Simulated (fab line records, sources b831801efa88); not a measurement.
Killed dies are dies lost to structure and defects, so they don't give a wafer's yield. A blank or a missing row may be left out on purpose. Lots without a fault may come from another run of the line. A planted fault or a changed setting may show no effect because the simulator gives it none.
Problem report in the 8D (eight disciplines) form, filled by code | flow sky130 | the parts of the form that need people (team, actions taken, sign-off) are left out

1. THE PROBLEM
PASSIVATION_CVD_00_THK at SKY_PASSIVATION_THK_MEAS_01 reads a mean of 149.5 nm on 6 wafers of 2 lots; wafers without a fault read 90.2 nm with a standard deviation of 1.1. That is +54 standard deviations from the usual mean.
First seen on wafer L480.3, day 46 12:53, on film_metro-01. The record holds 33 wafers of 11 lots with a number at this step. Rule for "out", or "out of limits": more than 4 standard deviations from the usual mean. The other wafers with a number count as sound.

2. WHAT IT IS AND WHAT IT IS NOT
question                    | is                           | is not
which readings at this step | PASSIVATION_CVD_00_THK       | -
which lots                  | L480, L484                   | L471, L472, L473, L474, L476, L478, L485, L488, L493
which wafers of those lots  | all that have a number       | -
read on which gauges        | film_metro-01, film_metro-04 | film_metro-02
when                        | from day 46 12:53            | up to then (18 sound wafers); but 9 sound wafers of L485, L488, L493 came after

3. SUSPECTS, AND WHAT RULES EACH OUT
Counting: a tool at a process step up to the reading stays a suspect if it ran every lot that is out and no sound lot after the first of them.
- the gauge at SKY_PASSIVATION_THK_MEAS_01: ruled out. The wafers that are out were read on 2 gauges (film_metro-01, film_metro-04).
- pecvd-01 at SKY_PASSIVATION_CVD_00 (deposits SiO2, target thk 90 nm): kept. It ran every lot that is out, first L480 (day 46 12:50), and no sound lot after that; its last sound lot up to then is L476 (day 45 11:34).
Left after counting: pecvd-01 at SKY_PASSIVATION_CVD_00.

4. THE CAUSE (what the simulator had put in)
Process parameter drift: pecvd-01, from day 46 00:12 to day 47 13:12, at SKY_PASSIVATION_CVD_00. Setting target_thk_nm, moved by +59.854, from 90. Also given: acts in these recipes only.
Counting left only this tool.

5. THE CHAIN OF EFFECTS, in route order
Each row: a reading whose mean over the struck wafers that have a number lies more than 3 standard deviations from the usual. Only readings for which the record gives a usual standard deviation are gone through. hours: the time from each lot's start at the first step in this table that gives one to its start at this step, as a median over the lots. sigmas: the change in usual standard deviations.
hours | step                        | reading                | usual   | on struck wafers | change | sigmas
0     | SKY_PASSIVATION_THK_MEAS_01 | PASSIVATION_CVD_00_THK | 90.2 nm | 149.5            | +59.3  | +54

6. WHAT WOULD HAVE CAUGHT IT SOONER
In this record the first reading out of limits at a measuring or inspecting step was taken at day 46 12:53, 13 hours after the fault began at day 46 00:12.
Of the tool readings at SKY_PASSIVATION_CVD_00 for which the record gives a usual standard deviation, none was out on any struck wafer, so an alarm limit of 4 standard deviations on them would not have fired.
Of the lots that are out (2), L484 began SKY_PASSIVATION_CVD_00 on pecvd-01 after day 46 12:53. A hold on the tool at that time would have spared it.
